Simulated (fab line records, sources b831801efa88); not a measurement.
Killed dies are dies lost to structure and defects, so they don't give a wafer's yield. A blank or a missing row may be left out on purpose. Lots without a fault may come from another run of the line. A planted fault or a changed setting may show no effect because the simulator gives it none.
Chamber matching | flow gf180mcu | GF_CONTACT_CMP_27 on cmp-02: 4 sister chambers
The step polishes, stops on SiO2, t overpolish 15 s, target thk 0 nm. 4 wafers are shown with their chamber, then 9 later ones without.

WAFERS WITH THEIR CHAMBER
wafer  | chamber | motor_current_A (A)
L933.3 | 1       | 11.1
L938.1 | 2       | 12.8
L938.2 | 3       | 10.0
L938.6 | 0       | 10.8

WAFERS WITHOUT THEIR CHAMBER
wafer  | motor_current_A (A)
L939.1 | 11.1
L939.4 | 10.0
L939.6 | 10.5
L940.1 | 12.0
L940.2 | 9.7
L940.6 | 11.1
L941.4 | 11.0
L941.5 | 11.7
L941.6 | 9.8

WHICH CHAMBER EACH WENT THROUGH
wafer  | from the rows above          | in truth
L939.1 | can't be placed: 1 or 0      | 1
L939.4 | 3                            | 3
L939.6 | can't be placed: 0 or 3 or 1 | 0
L940.1 | can't be placed: 2 or 1 or 0 | 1
L940.2 | 3                            | 3
L940.6 | can't be placed: 1 or 0      | 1
L941.4 | can't be placed: 1 or 0      | 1
L941.5 | can't be placed: 1 or 0 or 2 | 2
L941.6 | 3                            | 3
Placed correctly: 3 of 9. Can't be placed from these rows: 6 (the true chamber is among the candidates in 6). Placed wrongly: 0.
How it was worked out, from the rows above alone: a wafer's distance from a chamber is the root of the sum, over the readings, of the square of ((its reading less the chamber's mean) divided by the reading's scatter). The wafer belongs to the nearest chamber; if the next one is less than 2 further off, it can't be placed. A chamber's mean is the mean of its shown wafers. The scatter: with one shown wafer a chamber, the root of the mean of the squares of how far each hidden wafer lies from its nearest shown one.
